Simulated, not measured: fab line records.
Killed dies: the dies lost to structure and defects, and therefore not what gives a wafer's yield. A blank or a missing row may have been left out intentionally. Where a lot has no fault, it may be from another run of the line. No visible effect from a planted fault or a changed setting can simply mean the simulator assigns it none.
A struck lot beside a sound one    flow sky130    43 out of 708 route steps
Sound: wafers L611.1, L611.4, L611.6. Wafers L624.1, L624.3, L624.5 were the ones struck. At the end, the cause is stated.
Each step with rows lists, per side, the tool, then ch with its chambers, then its first start. Under that, the readings that differ: sound wafers    struck wafers    difference of the means    sigmas: that difference in standard deviations of wafers without a fault.
alike: words and numbers the same on both sides, and readings whose means are apart by under 2 such deviations; not compared: readings that were withheld, readings missing a value for some wafer, numbers with overlapping values and no deviation given by the record, and bounds like >300 which may hide the same value.
Wherever a step has rows on one side only, a row that says differs or no value, or a row with sigmas, the two part there. When numbers do not overlap yet have no deviation, they are printed without sigmas and do not part them. A reading missing from all wafers of one side parts the sides only when that side holds two or more wafers.

first, 7 steps without rows for these wafers: SKY_POLY_GATE_HMDS_06 (prime time 60 s); SKY_POLY_GATE_COAT_07 (resist thk 110 nm); SKY_POLY_GATE_COAT_08 (resist thk 450 nm); SKY_POLY_GATE_SOFTBAKE_09 (time 90 s); SKY_POLY_GATE_EXPOSE_10 (exposes mask P1M, target cd 150 nm); SKY_POLY_GATE_PEB_11; SKY_POLY_GATE_DEVELOP_12 (develop time 60 s).
SKY_POLY_GATE_CD_MEAS_13 targets a cd of 150 nm.
  sound on cdSem-02 at day 17 15:46; struck on cdSem-02 at day 22 22:14
  alike: cdNm
SKY_POLY_GATE_OVL_MEAS_14:
  sound on overlay-02 at day 17 15:53; struck on overlay-01 at day 22 22:22
  alike: POLY_GATE_OVL
SKY_POLY_GATE_ETCH_15: etches BARC in N2/H2, stops on SiO2, time 118.5 s, target depth 110 nm.
  sound on rieDiel-01 ch 1,3, day 17 15:55; struck on rieDiel-03 ch 1,2, day 22 22:24
  alike: drypumpMotorCurrentA, oesProductAu, throttleValvePct
  not compared: rfHoursCounterH
SKY_POLY_GATE_ETCH_16: etches Si3N4 in CH3F/O2, stops on poly-Si, time 147.5 s, target depth 75 nm.
  sound on rieDiel-01 ch 1,3, day 17 16:00; struck on rieDiel-03 ch 1,2, day 22 22:29
  alike: drypumpMotorCurrentA, oesProductAu, throttleValvePct
  not compared: rfHoursCounterH
SKY_POLY_GATE_ETCH_17: etches poly-Si in HBr/Cl2, stops on SiO2, target depth 180 nm, time 70.5 s.
  sound on rieSi-02 ch 0,2,3, day 17 16:06; struck on rieSi-02 ch 1,2,3, day 22 22:35
  alike: drypumpMotorCurrentA, oesProductAu, throttleValvePct
  not compared: rfHoursCounterH
SKY_POLY_GATE_STRIP_18: strips in O2/N2.
  sound on plasmaAsher-03 ch 1, day 17 16:10; struck on plasmaAsher-01 ch 0, day 22 22:38
  alike: drypumpMotorCurrentA, oesProductAu, stripTimeToEndpointS
  not compared: rfHoursCounterH
then, 2 steps without rows for these wafers: SKY_POLY_GATE_CLEAN_19 (cleans in SC1/SC2, time 150 s); SKY_POLY_GATE_OXIDATION_20 (stabilise 600 s, purge 300 s, target thk 4 nm).
SKY_POLY_GATE_THK_MEAS_21:
  sound on filmMetro-02 at day 17 18:43; struck on filmMetro-03 at day 23 00:02
  alike: POLY_GATE_OXIDATION_THK
SKY_POLY_GATE_CD_MEAS_22:
  sound on cdSem-01 at day 17 18:46; struck on cdSem-02 at day 23 00:06
  alike: cdNm
then, 7 steps without rows for these wafers: SKY_LDD_N_DEHYDRATE_00 (time 60 s); SKY_LDD_N_HMDS_01 (prime time 60 s); SKY_LDD_N_COAT_02 (resist thk 300 nm); SKY_LDD_N_SOFTBAKE_03 (time 60 s); SKY_LDD_N_EXPOSE_04 (exposes mask NTM, target cd 840 nm); SKY_LDD_N_PEB_05; SKY_LDD_N_DEVELOP_06 (develop time 60 s).
SKY_LDD_N_OVL_MEAS_07:
  sound on overlay-02 at day 19 00:54; struck on overlay-01 at day 24 06:03
  alike: LDD_N_OVL
then, 8 steps without rows for these wafers: SKY_LDD_N_IMPLANT_08; SKY_LDD_N_IMPLANT_09; SKY_LDD_N_IMPLANT_10; SKY_LDD_N_IMPLANT_11; SKY_LDD_N_IMPLANT_12; SKY_LDD_N_IMPLANT_13; SKY_LDD_N_IMPLANT_14; SKY_LDD_N_IMPLANT_15.
SKY_LDD_N_STRIP_16: strips in O2/N2.
  sound on plasmaAsher-03 ch 0, day 19 02:08; struck on plasmaAsher-03 ch 0,1, day 24 07:17
  alike: drypumpMotorCurrentA, oesProductAu, stripTimeToEndpointS
  not compared: rfHoursCounterH
SKY_LDD_N_TW_MEAS_17:
  sound on filmMetro-01 at day 19 02:14; struck on filmMetro-04 at day 24 07:23
  alike: LDD_N_TW
then, 7 steps without rows for these wafers: SKY_LDD_P_DEHYDRATE_00 (time 60 s); SKY_LDD_P_HMDS_01 (prime time 60 s); SKY_LDD_P_COAT_02 (resist thk 1140 nm); SKY_LDD_P_SOFTBAKE_03 (time 60 s); SKY_LDD_P_EXPOSE_04 (exposes mask PSDM, target cd 380 nm); SKY_LDD_P_PEB_05; SKY_LDD_P_DEVELOP_06 (develop time 60 s).
-- record jumps: 26 days separate the struck wafers' starts on either side; left off in module LDD_P, taken up again in module PAD_OPEN, whose first shown step is the route's number 708 --
SKY_PAD_OPEN_PROBE_99:
  only the struck wafers here have rows in the record (prober-02, day 50 01:57); the sound ones have none

== WHERE THEY PART ==
Only at SKY_PAD_OPEN_PROBE_99, as far as this record shows.

WHY: what had been put in by the simulator
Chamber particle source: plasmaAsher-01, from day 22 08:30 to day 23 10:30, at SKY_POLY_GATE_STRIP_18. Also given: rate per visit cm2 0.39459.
